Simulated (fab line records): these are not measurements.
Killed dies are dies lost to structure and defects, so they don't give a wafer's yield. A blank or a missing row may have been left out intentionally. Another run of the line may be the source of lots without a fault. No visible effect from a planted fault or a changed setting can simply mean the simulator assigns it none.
The tool behind it: which one? :: flow sky130 :: Sampling: 11 lots, 33 wafers, 2 of 708 route steps

== WHAT EACH GAUGE READ, for each wafer ==
SKY_METAL4_OVL_MEAS_14.
lot: L210
measured: day 41 18:57
on: overlay-01
METAL4_OVL (nm): 1 4 10

lot: L212
measured: day 42 10:09
on: overlay-01
METAL4_OVL (nm): -1 -4 3

lot: L213
measured: day 42 19:59
on: overlay-02
METAL4_OVL (nm): -5 -6 -8

lot: L214
measured: day 43 07:27
on: overlay-01
METAL4_OVL (nm): 10 15 10

lot: L216
measured: day 43 17:17
on: overlay-02
METAL4_OVL (nm): -3 2 -1

lot: L219
measured: day 44 20:09
on: overlay-02
METAL4_OVL (nm): 6 6 9

lot: L220
measured: day 44 19:43
on: overlay-02
METAL4_OVL (nm): 6 -1 5

lot: L222
measured: day 45 13:18
on: overlay-01
METAL4_OVL (nm): 1 10 4

lot: L223
measured: day 45 20:09
on: overlay-01
METAL4_OVL (nm): -7 -9 -6

lot: L224
measured: day 46 05:48
on: overlay-01
METAL4_OVL (nm): -1 3 1

lot: L232
measured: day 47 20:18
on: overlay-02
METAL4_OVL (nm): 16 13 7

== WHICH TOOL RAN EACH LOT (tool, then ch and the chambers of the sampled wafers, then the start) ==
lot: L210
SKY_METAL1_STRIP_21: wet-bench-01 ch 0, day 32 17:57

lot: L212
SKY_METAL1_STRIP_21: wet-bench-02 ch 0, day 33 11:11

lot: L213
SKY_METAL1_STRIP_21: wet-bench-01 ch 0, day 33 23:28

lot: L214
SKY_METAL1_STRIP_21: wet-bench-02 ch 3, day 34 13:44

lot: L216
SKY_METAL1_STRIP_21: wet-bench-04 ch 0, day 34 22:57

lot: L219
SKY_METAL1_STRIP_21: wet-bench-04 ch 1, day 36 04:24

lot: L220
SKY_METAL1_STRIP_21: wet-bench-04 ch 2, day 36 04:55

lot: L222
SKY_METAL1_STRIP_21: wet-bench-01 ch 3, day 37 05:39

lot: L223
SKY_METAL1_STRIP_21: wet-bench-04 ch 0, day 37 10:58

lot: L224
SKY_METAL1_STRIP_21: wet-bench-01 ch 2, day 37 22:59

lot: L232
SKY_METAL1_STRIP_21: wet-bench-02 ch 0, day 39 19:07
- SKY_METAL1_STRIP_21: strips in post etch residue remover, time 1200 s.

== THE ANSWER, worked out from the rows above alone ==
Rule: the usual values come from the lots themselves. The widest of any qualifying gaps counts: lots, ordered by their means at a reading, are off when they make up no more than a third of the lots, leave a main group of 4 or more, and stand apart from it by 3 or more times the standard deviation of that group's means. A main group whose means are all the same, to the digits that the tables above print for the reading, isn't used. Also off: a lot with no number at a reading for which 4 or more lots have one. Where the step has rows for the other lots, those lots are counted as sound.
No lot is off on any of the readings shown, so nothing can be concluded from this.

== WHAT THE SIMULATOR HAD PUT IN ==
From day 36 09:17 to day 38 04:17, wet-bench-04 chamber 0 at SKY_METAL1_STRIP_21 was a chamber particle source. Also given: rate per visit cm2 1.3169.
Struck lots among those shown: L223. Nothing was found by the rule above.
